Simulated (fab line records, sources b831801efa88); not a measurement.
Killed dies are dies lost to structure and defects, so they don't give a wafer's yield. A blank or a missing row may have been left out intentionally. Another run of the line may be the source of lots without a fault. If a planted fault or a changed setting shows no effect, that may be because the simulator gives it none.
A struck lot beside a sound one | flow gf180mcu | 14 out of 602 route steps
Sound: the wafers L707.3, L707.4, L707.5. Wafers struck: L722.2, L722.4, L722.5. The cause is given at the end.
Per side, at each step with rows, come the tool, then ch with its chambers, and then its first start. Under that, the readings that differ: sound wafers | struck wafers | difference of the means | sigmas: that difference in standard deviations of wafers without a fault.
alike: same words and numbers on both sides, and readings whose means sit less than 2 such deviations apart. not compared: any withheld reading, any reading some wafer has no value for, any bound like >300 that may hide the same value, and any number with overlapping values for which the record gives no deviation.
The two part at a step that has a row with sigmas, a row that says differs or no value, or rows on one side only. Numbers that don't overlap but have no deviation are shown without sigmas and don't part them. Lack of a reading on every wafer of one side parts them only where that side has two or more wafers.

first, 2 steps without rows for these wafers: GF_M1_CLEAN_19 (cleans in DIW); GF_V1_CVD_00 (deposits SiO2, target thk 600 nm, time 100 s).
GF_V1_THK_MEAS_01:
  sound on filmMetro-02 at day 19 15:50; struck on filmMetro-04 at day 24 09:23
  alike: V1_CVD_00_THK
GF_V1_CVD_02: deposits SiO2 from TEOS, target thk 850 nm, time 94.851 s.
  sound on pecvd-03 ch 0,1, day 19 15:52; struck on pecvd-03 ch 0,1,2, day 24 09:26
  alike: heaterPowerW, susceptorTempC
  not compared: sinceWetCleanH
GF_V1_THK_MEAS_03:
  sound on filmMetro-02 at day 19 16:01; struck on filmMetro-01 at day 24 09:31
  alike: V1_CVD_02_THK
GF_V1_CMP_04: polishes SiO2.
  sound on cmp-01 ch 0,3, day 19 16:06; struck on cmp-01 ch 1,2,3, day 24 09:37
  alike: motorCurrentA, timeToEndpointS
GF_V1_BOW_MEAS_05:
  sound on filmMetro-02 at day 19 16:23; struck on filmMetro-01 at day 24 09:53
  alike: V1_BOW
then, 5 steps without rows for these wafers: GF_V1_DEHYDRATE_06 (time 60 s); GF_V1_HMDS_07 (prime time 60 s); GF_V1_COAT_08; GF_V1_COAT_09 (resist thk 1000 nm); GF_V1_SOFTBAKE_10 (time 60 s).
GF_V1_EXPOSE_11: exposes mask Via1, target cd 260 nm.
  struck on krfScanner-02, day 24 20:31; sound on krfScanner-02 ch 0, day 20 05:34
  no value came back on the struck wafers for exposureDoseMJCm2, focusOffsetNm (nm); on the sound wafers exposureDoseMJCm2 reads 38.05 37.99 38.02
  alike: mask
then, 1 step without rows for these wafers: GF_V1_PEB_12 (peb time 90 s).

WHERE THEY PART
Only at GF_V1_EXPOSE_11, as far as this record shows.

WHY: what had been put in by the simulator
Skipped step whole: krfScanner-02, from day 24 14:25 on, at GF_V1_EXPOSE_11. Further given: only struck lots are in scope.
